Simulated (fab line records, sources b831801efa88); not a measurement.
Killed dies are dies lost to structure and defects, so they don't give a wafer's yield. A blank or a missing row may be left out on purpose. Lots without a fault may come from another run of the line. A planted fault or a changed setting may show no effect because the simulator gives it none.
A struck lot beside a sound one | flow sky130 | 46 steps out of a route of 708
Sound: wafers L406.2, L406.3, L406.4. Struck: wafers L424.2, L424.4, L424.5. The cause comes at the end.
At each step with rows: each side's tool, then ch and its chambers, then its first start. Under that, the readings that differ: sound wafers | struck wafers | difference of the means | sigmas: that difference in standard deviations of wafers without a fault.
alike: readings whose means differ by less than 2 such deviations, and words and numbers that are the same on both sides. not compared: withheld readings, readings that some wafer has no value for, bounds like >300 that may hide the same value, and numbers for which the record gives no deviation and whose values overlap.
The two part at a step that has a row with sigmas, a row that says differs or no value, or rows on one side only. Numbers that don't overlap but have no deviation are shown without sigmas and don't part them. A reading that every wafer of one side lacks parts them only if that side has two wafers or more.

first, 5 steps without rows for these wafers: SKY_VT_ADJUST_HVTP_COAT_02 (resist thk 1140 nm); SKY_VT_ADJUST_HVTP_SOFTBAKE_03 (time 60 s); SKY_VT_ADJUST_HVTP_EXPOSE_04 (exposes mask HVTPM, target cd 380 nm); SKY_VT_ADJUST_HVTP_PEB_05; SKY_VT_ADJUST_HVTP_DEVELOP_06 (develop time 61.85 s).
SKY_VT_ADJUST_HVTP_CD_MEAS_07: target cd 380 nm.
  sound on cd_sem-02, day 6 13:04; struck on cd_sem-01, day 11 09:34
  alike: cd_nm
SKY_VT_ADJUST_HVTP_OVL_MEAS_08:
  sound on overlay-01, day 6 13:10; struck on overlay-02, day 11 09:40
  alike: VT_ADJUST_HVTP_OVL
then, 1 step without rows for these wafers: SKY_VT_ADJUST_HVTP_IMPLANT_09.
SKY_VT_ADJUST_HVTP_STRIP_10: strips in O2/N2.
  sound on plasma_asher-01 ch 0,1, day 6 13:21; struck on plasma_asher-02 ch 0,1, day 11 09:51
  alike: drypump_motor_current_A, oes_product_au, strip_time_to_endpoint_s
  not compared: rf_hours_counter_h
SKY_VT_ADJUST_HVTP_TW_MEAS_11:
  sound on film_metro-03, day 6 13:28; struck on film_metro-04, day 11 09:58
  alike: VT_ADJUST_HVTP_TW
then, 2 steps without rows for these wafers: SKY_VT_ADJUST_LVTN_DEHYDRATE_00 (time 60 s); SKY_VT_ADJUST_LVTN_HMDS_01 (prime time 60 s).
SKY_VT_ADJUST_LVTN_COAT_02: resist thk 3000 nm.
  sound on litho_track-03 ch 0, day 6 22:10; struck on litho_track-02, day 11 21:56
  no value came back on the struck wafers for chill_plate_temp_C (C), dispense_pressure_kPa (kPa); on the sound wafers chill_plate_temp_C (C) reads 23.06 22.96 22.94
then, 4 steps without rows for these wafers: SKY_VT_ADJUST_LVTN_SOFTBAKE_03; SKY_VT_ADJUST_LVTN_EXPOSE_04 (exposes mask NWM COMPLEMENT LESS NATIVE, target cd 840 nm); SKY_VT_ADJUST_LVTN_PEB_05; SKY_VT_ADJUST_LVTN_DEVELOP_06 (develop time 60 s).
SKY_VT_ADJUST_LVTN_OVL_MEAS_07:
  sound on overlay-01, day 7 08:47; struck on overlay-01, day 12 09:55
  reading                 | sound        | struck | difference                    | sigmas
  VT_ADJUST_LVTN_OVL (nm) | 2.0 1.7 -0.4 | - - -  | no value on the struck wafers |
then, 1 step without rows for these wafers: SKY_VT_ADJUST_LVTN_IMPLANT_08.
SKY_VT_ADJUST_LVTN_STRIP_09: strips in O2/N2.
  sound on plasma_asher-04 ch 0,1, day 7 08:58; struck on plasma_asher-02 ch 0,1, day 12 10:05
  no value came back on the struck wafers for oes_product_au (a.u.), strip_time_to_endpoint_s (s); on the sound wafers oes_product_au (a.u.) reads 0.727 0.726 0.729
  reading                     | sound       | struck      | difference | sigmas
  drypump_motor_current_A (A) | 6.3 6.3 6.2 | 6.2 5.0 5.0 | -0.9       | -2
  not compared: rf_hours_counter_h
SKY_VT_ADJUST_LVTN_TW_MEAS_10:
  sound on film_metro-01, day 7 09:05; struck on film_metro-02, day 12 10:12
  alike: VT_ADJUST_LVTN_TW
then, 7 steps without rows for these wafers: SKY_VT_ADJUST_LVTN_DEHYDRATE_11 (time 60 s); SKY_VT_ADJUST_LVTN_HMDS_12 (prime time 60 s); SKY_VT_ADJUST_LVTN_COAT_13 (resist thk 1140 nm); SKY_VT_ADJUST_LVTN_SOFTBAKE_14 (time 60 s); SKY_VT_ADJUST_LVTN_EXPOSE_15 (exposes mask HVN STD DERIVED, target cd 600 nm); SKY_VT_ADJUST_LVTN_PEB_16; SKY_VT_ADJUST_LVTN_DEVELOP_17 (develop time 60 s).
SKY_VT_ADJUST_LVTN_OVL_MEAS_18:
  sound on overlay-02, day 8 05:17; struck on overlay-01, day 13 11:29
  alike: VT_ADJUST_LVTN_01_OVL
then, 1 step without rows for these wafers: SKY_VT_ADJUST_LVTN_IMPLANT_19.
SKY_VT_ADJUST_LVTN_STRIP_20: strips in O2/N2.
  sound on plasma_asher-02 ch 0,1, day 8 05:28; struck on plasma_asher-02 ch 0,1, day 13 11:40
  alike: drypump_motor_current_A, oes_product_au, strip_time_to_endpoint_s
  not compared: rf_hours_counter_h
SKY_VT_ADJUST_LVTN_TW_MEAS_21:
  sound on film_metro-01, day 8 05:35; struck on film_metro-04, day 13 11:46
  reading             | sound             | struck            | difference | sigmas
  VT_ADJUST_LVTN_2_TW | 184.7 183.5 184.9 | 269.9 270.0 270.3 | +85.7      | +36
then, 7 steps without rows for these wafers: SKY_VT_ADJUST_NCORE_DEHYDRATE_00 (time 60 s); SKY_VT_ADJUST_NCORE_HMDS_01 (prime time 60 s); SKY_VT_ADJUST_NCORE_COAT_02 (resist thk 1140 nm); SKY_VT_ADJUST_NCORE_SOFTBAKE_03 (time 60 s); SKY_VT_ADJUST_NCORE_EXPOSE_04 (exposes mask LVTN COMPLEMENT THIN, target cd 380 nm); SKY_VT_ADJUST_NCORE_PEB_05; SKY_VT_ADJUST_NCORE_DEVELOP_06 (develop time 60 s).
SKY_VT_ADJUST_NCORE_CD_MEAS_07: target cd 380 nm.
  sound on cd_sem-01, day 9 01:30; struck on cd_sem-02, day 14 13:43
  alike: cd_nm
SKY_VT_ADJUST_NCORE_OVL_MEAS_08:
  sound on overlay-02, day 9 01:36; struck on overlay-02, day 14 13:49
  alike: VT_ADJUST_NCORE_OVL
then, 1 step without rows for these wafers: SKY_VT_ADJUST_NCORE_IMPLANT_09.
SKY_VT_ADJUST_NCORE_TW_MEAS_11:
  sound on film_metro-01, day 9 01:53; struck on film_metro-02, day 14 14:06
  reading            | sound             | struck            | difference | sigmas
  VT_ADJUST_NCORE_TW | 215.6 215.5 216.7 | 280.6 280.2 280.7 | +64.6      | +50
SKY_VT_ADJUST_HVTR_TW_MEAS_11:
  sound on film_metro-01, day 10 00:09; struck on film_metro-03, day 15 17:51
  reading           | sound             | struck            | difference | sigmas
  VT_ADJUST_HVTR_TW | 208.2 207.0 206.8 | 276.3 275.5 275.7 | +68.5      | +26
SKY_VT_ADJUST_PCH_TW_MEAS_10:
  sound on film_metro-04, day 10 23:38; struck on film_metro-04, day 16 21:47
  reading          | sound             | struck            | difference | sigmas
  VT_ADJUST_PCH_TW | 144.2 144.5 144.5 | 252.8 252.9 254.3 | +108.9     | +78
SKY_SONOS_TUNNEL_TW_MEAS_12:
  sound on film_metro-04, day 11 23:54; struck on film_metro-04, day 18 02:28
  reading         | sound             | struck            | difference | sigmas
  SONOS_TUNNEL_TW | 198.7 197.8 198.4 | 271.2 272.4 271.8 | +73.5      | +32

WHERE THEY PART
First at SKY_VT_ADJUST_LVTN_COAT_02; last, within this record, at SKY_SONOS_TUNNEL_TW_MEAS_12.

WHY: what the simulator had put in
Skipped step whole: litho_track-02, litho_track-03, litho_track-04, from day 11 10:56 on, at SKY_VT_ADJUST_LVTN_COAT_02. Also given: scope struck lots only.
